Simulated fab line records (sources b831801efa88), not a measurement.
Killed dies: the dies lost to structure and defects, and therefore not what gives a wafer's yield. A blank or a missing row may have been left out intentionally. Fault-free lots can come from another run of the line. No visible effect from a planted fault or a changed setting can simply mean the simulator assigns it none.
fab line records ; flow sky130
[record] lots = 6; wafers = 18; last-day = 50
route steps=708 shown PASSIVATION@684 PAD_OPEN@694
lots that met no fault: from a run of the same line without faults
start-h: hours from the record's first day to the start of the lot's first wafer shown ; wait-h: time in hours since the lot's previous step ; " same as the row above ; L1.1+2: several wafers, shown together as one row ; - no value, or no start was given ; * or withheld: withheld ; < > ~ a bound
route shown NAME@n: names a module that has steps shown in the file, with the first one's number in the route ; usual: mean/standard deviation taken from wafers without a fault ; same: alike in all rows ; chamber/n: place in a boat ; sites: per-site readings ; _std_site: standard deviation of those values ; _edge_site: mean of outer sites minus mean of inner sites ; radius-mm: for every site, how far away it sits from the centre of the wafer ; mask NAME#n: copy n ; behind: the last tool/chamber to shape the wafer ; hold: what put the lot on hold/how long, in hours/how the hold closed ; device: which transistor (n, p or np) failed to switch ; end of line: tests of these same wafers at the route's end ; a step given without rows: its recipe and nothing more ; killed: at the first sort, the dies lost to defects and structure; wafer yield is something else ; map: per-die view of a wafer (x killed, . not killed, _ where there is no die)
set.NAME: the run value of the setting; set.NAME@STEP: its run value at that earlier step ; model.NAME: the simulator's own value behind a step, which no gauge read
lots at selected steps of the route; one table per step, one row per wafer
services: from which hour (start-h, from the record's first day; less than 0 if before it) a tool's chamber was out of use, for how many hours, and why
[[steps]]
[step SKY_PASSIVATION_THK_MEAS_03]
[recipe] reads = Si3N4_of_PASSIVATION_CVD_02
[usual] PASSIVATION_CVD_02_THK = 537/7.8
lot.wafer;tool;chamber;start-h;wait-h;PASSIVATION_CVD_02_THK[nm]
L262.1;film-metro-04;-;1018.97;-;531
L262.5;film-metro-04;-;1018.97;-;534
L262.6;film-metro-04;-;1018.97;-;543
L264.1;film-metro-02;-;1039.88;-;537
L264.2;film-metro-02;-;1039.88;-;529
L264.4;film-metro-02;-;1039.88;-;539
L274.1;film-metro-04;-;1105.34;-;537
L274.4;film-metro-04;-;1105.34;-;544
L274.6;film-metro-04;-;1105.34;-;540
L275.1;film-metro-03;-;1110.21;-;538
L275.2;film-metro-03;-;1110.21;-;532
L275.5;film-metro-03;-;1110.21;-;548
L280.3;film-metro-02;-;1136.33;-;533
L280.4;film-metro-02;-;1136.33;-;545
L280.5;film-metro-02;-;1136.33;-;531
L283.1;film-metro-02;-;1153.62;-;534
L283.2;film-metro-02;-;1153.62;-;527
L283.4;film-metro-02;-;1153.62;-;533
[step SKY_PASSIVATION_DEHYDRATE_04]
[recipe] temp-c = 200; time-s = 60
[step SKY_PASSIVATION_HMDS_05]
[recipe] prime-time-s = 60; prime-temp-c = 120
[step SKY_PASSIVATION_COAT_06]
[recipe] spin-rpm = 2000; resist-thk-nm = 3000
[step SKY_PASSIVATION_SOFTBAKE_07]
[recipe] temp-c = 110; time-s = withheld
[step SKY_PASSIVATION_EXPOSE_08]
[recipe] mask-id = NSM; target-cd-nm = 3000; na = 0.57; dose-mj = 260
[step SKY_PASSIVATION_PEB_09]
[recipe] temp-c = 115; time-s = withheld
[step SKY_PASSIVATION_DEVELOP_10]
[recipe] develop-time-s = 60; dev-temp-c = 23
[step SKY_PASSIVATION_ETCH_11]
[recipe] chemistry = CF4/O2; target-depth-nm = 725; stop-on = AlCu; source-w = 800; bias-w = 150; pressure-mtorr = 150; cf4-flow-sccm = 80; O2_flow_sccm = 10; time-s = 161.1
[usual] drypump-motor-current-A = 5.6/0.41; oes-product-au = 0.974/0.0073; throttle-valve-pct = 5.965/0.0086
lot.wafer;tool;chamber;start-h;wait-h;drypump-motor-current-A;oes-product-au;rf-hours-counter-h;throttle-valve-pct
L262.1;rie-diel-04;1;1041.87;-;5.0;0.971;10;5.959
L262.5;rie-diel-04;1;1041.87;-;5.0;0.981;-;5.974
L262.6;rie-diel-04;0;1041.87;-;5.5;0.980;-;5.968
L264.1;rie-diel-02;0;1061.52;-;5.5;0.969;17;5.971
L264.2;rie-diel-02;1;1061.52;-;5.1;0.972;16;5.970
L264.4;rie-diel-02;2;1061.52;-;5.2;0.977;24;5.974
L274.1;rie-diel-02;3;1124.52;-;6.2;0.983;28;5.955
L274.4;rie-diel-02;2;1124.52;-;5.2;0.986;-;5.970
L274.6;rie-diel-02;0;1124.52;-;5.5;0.971;-;5.972
L275.1;rie-diel-02;1;1130.06;-;5.0;0.970;19;5.957
L275.2;rie-diel-02;3;1130.06;-;6.2;0.975;28;5.950
L275.5;rie-diel-02;2;1130.06;-;5.2;0.981;-;5.975
L280.3;rie-diel-03;3;1154.22;-;5.8;0.966;23;5.954
L280.4;rie-diel-03;0;1154.22;-;6.0;0.980;16;5.964
L280.5;rie-diel-03;3;1154.22;-;5.9;0.962;-;5.973
L283.1;rie-diel-03;3;1170.62;-;5.8;0.969;24;5.966
L283.2;rie-diel-03;1;1170.62;-;6.0;0.965;25;5.956
L283.4;rie-diel-03;0;1170.62;-;6.1;0.973;17;5.962
[step SKY_PASSIVATION_STRIP_12]
[recipe] chemistry = O2/N2; power-w = 1400; pressure-mtorr = 1500; platen-temp-c = withheld; overash-fraction = 0.7; o2-flow-sccm = 3000; n2-flow-sccm = 300
[usual] drypump-motor-current-A = 6.0/0.39; oes-product-au = 0.661/0.004; strip-time-to-endpoint-s = 31.56/0.13
lot.wafer;tool;chamber;start-h;wait-h;drypump-motor-current-A;oes-product-au;rf-hours-counter-h;strip-time-to-endpoint-s
L262.1;plasma-asher-02;0;1041.97;0.1;5.9;0.665;61;31.57
L262.5;plasma-asher-02;0;1041.97;0.1;5.9;0.664;-;31.73
L262.6;plasma-asher-02;1;1041.97;0.1;5.1;0.659;-;31.79
L264.1;plasma-asher-03;1;1061.62;0.1;6.2;0.663;32;31.82
L264.2;plasma-asher-03;0;1061.62;0.1;6.2;0.664;32;31.54
L264.4;plasma-asher-03;0;1061.62;0.1;6.2;0.657;-;31.54
L274.1;plasma-asher-02;1;1124.63;0.1;5.1;0.665;68;31.58
L274.4;plasma-asher-02;0;1124.63;0.1;5.9;0.667;-;31.39
L274.6;plasma-asher-02;1;1124.63;0.1;5.1;0.660;-;31.50
L275.1;plasma-asher-02;0;1130.17;0.1;5.9;0.661;69;31.35
L275.2;plasma-asher-02;1;1130.17;0.1;5.1;0.660;69;31.59
L275.5;plasma-asher-02;1;1130.17;0.1;5.1;0.662;-;31.61
L280.3;plasma-asher-03;1;1154.36;0.1;6.2;0.661;-;31.75
L280.4;plasma-asher-03;0;1154.36;0.1;6.2;0.663;-;31.50
L280.5;plasma-asher-03;1;1154.36;0.1;6.2;0.667;-;31.66
L283.1;plasma-asher-03;0;1170.73;0.1;6.2;0.671;42;31.45
L283.2;plasma-asher-03;1;1170.73;0.1;6.2;0.657;42;31.42
L283.4;plasma-asher-03;1;1170.73;0.1;6.3;0.662;-;31.36
[step SKY_PAD_OPEN_DEHYDRATE_00]
[recipe] temp-c = 200; time-s = 60
[step SKY_PAD_OPEN_HMDS_01]
[recipe] prime-time-s = 60; prime-temp-c = 120
[step SKY_PAD_OPEN_COAT_02]
[recipe] spin-rpm = 2000; resist-thk-nm = 3000
[usual] chill-plate-temp-C = 22.99/0.097; spin-speed-rpm = 2000.0/1.3
lot.wafer;tool;chamber;start-h;wait-h;chill-plate-temp-C;spin-speed-rpm;model.coat_of_PAD_OPEN_COAT_02.thk-nm
L262.1;litho-track-01;0;1052.07;0.1;22.90;2000.7;2997
L262.5;litho-track-01;0;1052.07;0.1;22.90;2000.2;2994
L262.6;litho-track-01;0;1052.07;0.1;22.85;2001.3;2991
L264.1;litho-track-02;0;1071.31;0.1;23.01;2001.4;3016
L264.2;litho-track-02;0;1071.31;0.1;22.85;2000.4;3019
L264.4;litho-track-02;0;1071.31;0.1;22.98;1999.9;3008
L274.1;litho-track-02;0;1133.76;0.1;23.11;2048.5;2968
L274.4;litho-track-02;0;1133.76;0.1;23.09;2045.3;2967
L274.6;litho-track-02;0;1133.76;0.1;23.09;2046.1;2967
L275.1;litho-track-02;0;1138.81;0.1;22.99;2047.5;2970
L275.2;litho-track-02;0;1138.81;0.1;22.97;2048.2;2962
L275.5;litho-track-02;0;1138.81;0.1;22.90;2050.4;2981
L280.3;litho-track-01;0;1162.92;0.1;22.95;1999.0;2998
L280.4;litho-track-01;0;1162.92;0.1;22.75;2000.3;2987
L280.5;litho-track-01;0;1162.92;0.1;22.98;1998.8;2991
L283.1;litho-track-01;0;1177.97;0.1;23.21;2000.7;3004
L283.2;litho-track-01;0;1177.97;0.1;23.08;2000.7;2991
L283.4;litho-track-01;0;1177.97;0.1;23.02;1998.6;3002
[step SKY_PAD_OPEN_SOFTBAKE_03]
[recipe] temp-c = 110; time-s = withheld
[step SKY_PAD_OPEN_EXPOSE_04]
[recipe] mask-id = PDM; target-cd-nm = 60000; na = 0.57; dose-mj = 260
[step SKY_PAD_OPEN_PEB_05]
[recipe] temp-c = 115; time-s = withheld
[step SKY_PAD_OPEN_DEVELOP_06]
[recipe] develop-time-s = 60; dev-temp-c = 23
[usual] chill-plate-temp-C = 22.99/0.11
lot.wafer;tool;chamber;start-h;wait-h;chill-plate-temp-C;model.coat_of_PAD_OPEN_COAT_02.thk-nm
L262.1;litho-track-02;0;-;-;22.91;2996
L262.5;litho-track-02;0;-;-;22.95;2993
L262.6;litho-track-02;0;-;-;22.97;2990
L264.1;litho-track-02;0;-;-;23.10;3015
L264.2;litho-track-02;0;-;-;23.25;3018
L264.4;litho-track-02;0;-;-;23.17;3007
L274.1;litho-track-02;0;-;-;22.91;2967
L274.4;litho-track-02;0;-;-;22.85;2965
L274.6;litho-track-02;0;-;-;22.86;2966
L275.1;litho-track-02;0;-;-;22.95;2969
L275.2;litho-track-02;0;-;-;22.96;2961
L275.5;litho-track-02;0;-;-;23.05;2980
L280.3;litho-track-02;0;-;-;23.14;2997
L280.4;litho-track-02;0;-;-;23.00;2986
L280.5;litho-track-02;0;-;-;23.11;2990
L283.1;litho-track-03;0;-;-;22.99;3003
L283.2;litho-track-03;0;-;-;22.80;2990
L283.4;litho-track-03;0;-;-;22.86;3001
[step SKY_PAD_OPEN_ETCH_07]
[recipe] chemistry = CF4/O2; target-depth-nm = 725; stop-on = AlCu; source-w = 800; bias-w = 150; pressure-mtorr = 150; cf4-flow-sccm = 80; O2_flow_sccm = 10; time-s = 161.1
[usual] drypump-motor-current-A = 5.7/0.34; oes-product-au = 0.975/0.0079; throttle-valve-pct = 5.962/0.01
lot.wafer;tool;chamber;start-h;wait-h;drypump-motor-current-A;oes-product-au;rf-hours-counter-h;throttle-valve-pct
L262.1;rie-diel-02;0;1063.66;-;5.5;0.964;17;5.958
L262.5;rie-diel-02;3;1063.66;-;6.2;0.974;-;5.950
L262.6;rie-diel-02;0;1063.66;-;5.5;0.970;-;5.967
L264.1;rie-diel-03;3;1082.16;-;5.8;0.965;20;5.951
L264.2;rie-diel-03;2;1082.16;-;5.7;0.971;14;5.954
L264.4;rie-diel-03;1;1082.16;-;6.0;0.970;23;5.956
L274.1;rie-diel-01;1;1143.26;-;5.6;0.974;18;5.972
L274.4;rie-diel-01;1;1143.26;-;5.6;0.976;-;5.988
L274.6;rie-diel-01;2;1143.26;-;5.3;0.985;-;5.963
L275.1;rie-diel-01;1;1148.61;-;5.6;0.973;19;5.948
L275.2;rie-diel-01;2;1148.61;-;5.3;0.975;17;5.980
L275.5;rie-diel-01;2;1148.61;-;5.3;0.984;-;5.977
L280.3;rie-diel-02;3;1172.46;-;6.2;0.968;30;5.968
L280.4;rie-diel-02;0;1172.46;-;5.5;0.972;21;5.953
L280.5;rie-diel-02;0;1172.46;-;5.5;0.971;-;5.951
L283.1;rie-diel-02;0;1186.21;-;5.5;0.971;21;5.968
L283.2;rie-diel-02;3;1186.21;-;6.2;0.961;30;5.963
L283.4;rie-diel-02;2;1186.21;-;5.2;0.970;29;5.951
[step SKY_PAD_OPEN_STRIP_08]
[recipe] chemistry = O2/N2; power-w = 1400; pressure-mtorr = 1500; platen-temp-c = withheld; overash-fraction = 0.7; o2-flow-sccm = 3000; n2-flow-sccm = 300
[usual] drypump-motor-current-A = 5.8/0.49; oes-product-au = 0.663/0.005; strip-time-to-endpoint-s = 37.09/0.12
lot.wafer;tool;chamber;start-h;wait-h;drypump-motor-current-A;oes-product-au;rf-hours-counter-h;strip-time-to-endpoint-s
L262.1;plasma-asher-01;1;1063.77;0.1;4.9;0.652;100;37.03
L262.5;plasma-asher-01;1;1063.77;0.1;4.9;0.661;-;37.00
L262.6;plasma-asher-01;0;1063.77;0.1;5.8;0.665;-;36.96
L264.1;plasma-asher-02;0;1082.27;0.1;5.9;0.657;66;37.24
L264.2;plasma-asher-02;1;1082.27;0.1;5.1;0.666;66;37.29
L264.4;plasma-asher-02;1;1082.27;0.1;5.1;0.664;-;37.15
L274.1;plasma-asher-01;0;1143.37;0.1;5.8;0.669;108;36.67
L274.4;plasma-asher-01;0;1143.37;0.1;5.8;0.657;-;36.66
L274.6;plasma-asher-01;1;1143.37;0.1;4.9;0.672;-;36.67
L275.1;plasma-asher-03;0;1148.72;0.1;6.2;0.653;40;36.70
L275.2;plasma-asher-03;1;1148.72;0.1;6.2;0.661;40;36.62
L275.5;plasma-asher-03;0;1148.72;0.1;6.2;0.659;-;36.83
L280.3;plasma-asher-03;0;1172.60;0.1;6.1;0.667;-;37.04
L280.4;plasma-asher-03;1;1172.60;0.1;6.2;0.664;-;36.90
L280.5;plasma-asher-03;0;1172.60;0.1;6.2;0.668;-;36.96
L283.1;plasma-asher-02;1;1186.32;0.1;5.1;0.661;75;37.12
L283.2;plasma-asher-02;0;1186.32;0.1;5.9;0.665;75;36.93
L283.4;plasma-asher-02;0;1186.32;0.1;5.9;0.657;-;37.08
[step SKY_PAD_OPEN_STRIP_09]
[recipe] chemistry = post-etch-residue-remover; time-s = 1244; temp-c = 72.5
[step SKY_PAD_OPEN_PROBE_99]
[usual] defect-limited-yield = 82.9/2; killed_at_M0_to_M3 = 43/7; killed_at_M4_up = 3.0/1.9; killed-at-contacts = 24/4.6; killed-at-front-end = 15/4.1; killed-at-other = 0.3/0.52; killed-dies = 84/9.7; killed-on-rim = 16/3.6; killed-open = 46/6.9; killed-short = 38/6.8; sort_bin_3_pad_short = 0.8/0.41; sort_bin_5_function = 10.2/1.5; sort_bin_6_memory = 6.1/1.1; sort-n-pass = 408/9.7; sort-yield-pct = 82.9/2
[same] gross-dies = 492; killed-at-back-side = 0; sort_bin_4_leakage[%] = 0; sort_bin_8_speed[%] = 0
lot.wafer;tool;chamber;start-h;wait-h;defect-limited-yield[%];killed_at_M0_to_M3;killed_at_M4_up;killed-at-contacts;killed-at-front-end;killed-at-other;killed-dies;killed-on-rim;killed-open;killed-short;sort_bin_3_pad_short[%];sort_bin_5_function[%];sort_bin_6_memory[%];sort-n-pass;sort-yield-pct[%]
L264.1;prober-01;-;1084.49;0.1;82.5;41;4;27;14;0;86;22;45;41;0.6;10.8;6.1;406;82.5
L264.2;prober-01;-;1084.54;0.1;85.0;39;2;13;19;1;74;16;39;34;1.4;6.7;6.9;418;85.0
L264.4;prober-01;-;1084.64;0.2;81.1;55;1;26;11;0;93;15;55;37;1.2;10.8;6.9;399;81.1
L275.1;prober-01;-;1150.93;0.1;82.1;41;9;26;11;1;88;14;41;46;0.6;12.2;5.1;404;82.1
L275.2;prober-01;-;1150.98;0.1;79.7;50;5;33;12;0;100;20;46;54;1.0;12.0;7.3;392;79.7
L275.5;prober-01;-;1151.13;0.2;81.7;46;2;24;17;1;90;15;44;45;0.6;12.4;5.3;402;81.7
L283.1;prober-01;-;1188.53;0.1;83.5;39;2;30;10;0;81;15;35;46;0.6;9.8;6.1;411;83.5
L283.2;prober-01;-;1188.58;0.1;83.9;44;5;17;12;1;79;18;47;31;0.6;9.3;6.1;413;83.9
L283.4;prober-01;-;1188.68;0.2;85.6;41;1;17;11;1;71;14;38;33;1.0;7.7;5.7;421;85.6
// killed by level:class
L264.1 VIA1:geometric-particle:open=10 CONTACT:geometric-particle:open=9 LI_CONTACT:geometric-particle:open=6 LOCAL_INTERCONNECT:geometric-particle:short=5 VIA3:geometric-particle:short=5 VIA1:geometric-particle:short=5 VIA3:geometric-particle:open=5 POLY_GATE:geometric-particle:open=4
L264.2 VIA1:geometric-particle:open=9 VIA3:geometric-particle:open=7 FIELD_ISO:geometric-particle:short=6 VIA2:geometric-particle:open=6 METAL2:geometric-particle:short=5 CONTACT:geometric-particle:short=4 POLY_GATE:geometric-particle:open=3 FIELD_ISO:geometric-particle:open=3
L264.4 VIA1:geometric-particle:open=14 METAL1:geometric-particle:short=12 CONTACT:geometric-particle:open=9 LI_CONTACT:geometric-particle:open=8 CONTACT:geometric-particle:short=5 VIA1:geometric-particle:short=5 VIA2:geometric-particle:open=5 METAL1:geometric-particle:open=4
L275.1 VIA1:geometric-particle:open=11 METAL2:geometric-particle:short=8 METAL4:geometric-particle:short=7 LOCAL_INTERCONNECT:geometric-particle:short=7 CONTACT:geometric-particle:short=7 LI_CONTACT:geometric-particle:open=5 CONTACT:geometric-particle:open=5 VIA3:geometric-particle:open=5
L275.2 METAL2:geometric-particle:short=9 CONTACT:geometric-particle:short=9 VIA2:geometric-particle:open=8 VIA1:geometric-particle:open=8 LI_CONTACT:geometric-particle:open=7 CONTACT:geometric-particle:open=7 VIA3:geometric-particle:open=7 LOCAL_INTERCONNECT:geometric-particle:short=6
L275.5 VIA1:geometric-particle:short=15 LI_CONTACT:geometric-particle:open=10 VIA2:geometric-particle:open=8 VIA1:geometric-particle:open=7 FIELD_ISO:geometric-particle:open=6 METAL2:geometric-particle:short=6 CONTACT:geometric-particle:open=5 POLY_GATE:geometric-particle:short=4
L283.1 CONTACT:geometric-particle:open=9 LI_CONTACT:geometric-particle:short=8 METAL2:geometric-particle:short=8 METAL1:geometric-particle:short=7 LOCAL_INTERCONNECT:geometric-particle:short=7 LI_CONTACT:geometric-particle:open=6 VIA1:geometric-particle:open=6 VIA2:geometric-particle:open=5
L283.2 VIA2:geometric-particle:open=10 VIA1:geometric-particle:open=9 CONTACT:geometric-particle:open=8 VIA3:geometric-particle:open=6 FIELD_ISO:geometric-particle:short=4 VIA2:geometric-particle:short=4 METAL1:geometric-particle:short=4 FIELD_ISO:geometric-particle:open=3
L283.4 VIA1:geometric-particle:open=9 METAL2:geometric-particle:short=9 LI_CONTACT:geometric-particle:open=7 CONTACT:geometric-particle:short=5 VIA3:geometric-particle:open=5 FIELD_ISO:geometric-particle:open=4 METAL1:geometric-particle:short=4 VIA2:geometric-particle:open=4
[[services]]
tool;chamber;start-h;hours;kind
rie-diel-03;1;1020.61;2.5;repair
plasma-asher-01;-;1027.94;0.9;repair
rie-diel-04;0;1045.63;-;clean
rie-diel-04;0;1045.63;10.5;scheduled-down
rie-diel-04;0;1045.63;10.5;vent-cycle
plasma-asher-01;-;1073.74;2.8;pm
rie-diel-03;-;1083.61;0.2;repair
plasma-asher-02;-;1099.79;14.6;pm
rie-diel-02;1;1100.63;3.1;repair
rie-diel-03;-;1102.33;4.3;pm
rie-diel-03;1;1109.09;8.2;repair
rie-diel-02;1;1116.18;11.5;repair
rie-diel-01;0;1137.39;25.3;repair
rie-diel-04;-;1138.64;2.7;repair
rie-diel-01;1;1145.75;1.6;repair
rie-diel-04;0;1175.41;4.7;repair
rie-diel-01;0;1182.36;11.7;repair
[[key]]
[first-sign] step = SKY_PAD_OPEN_COAT_02; reading = spin-speed-rpm; direction = up; sigmas = 36; usual = 2000.0; struck = 2047.7
[effect] step = SKY_PAD_OPEN_STRIP_08; reading = strip-time-to-endpoint-s; direction = down; sigmas = 3.4; usual = *; struck = *
[model-effect] step = SKY_PAD_OPEN_COAT_02; value = coat_of_PAD_OPEN_COAT_02.thk-nm; without = 3004; struck = 2969
[model-effect] step = SKY_PAD_OPEN_DEVELOP_06; value = coat_of_PAD_OPEN_COAT_02.thk-nm; without = 3003; struck = 2968
met-at SKY_PAD_OPEN_COAT_02
struck-wafers L274.1,L274.4,L274.6,L275.1,L275.2,L275.5
onset-between 1071.31 1133.76
[fault] kind = process-parameter-drift; tool = litho-track-02; chamber = -; onset-h = 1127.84; steps = SKY_PAD_OPEN_COAT_02; channel = spin-rpm; offset = 47.401; shape = step; end-h = 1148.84; acts-in = these-recipes-only; stated = 2000
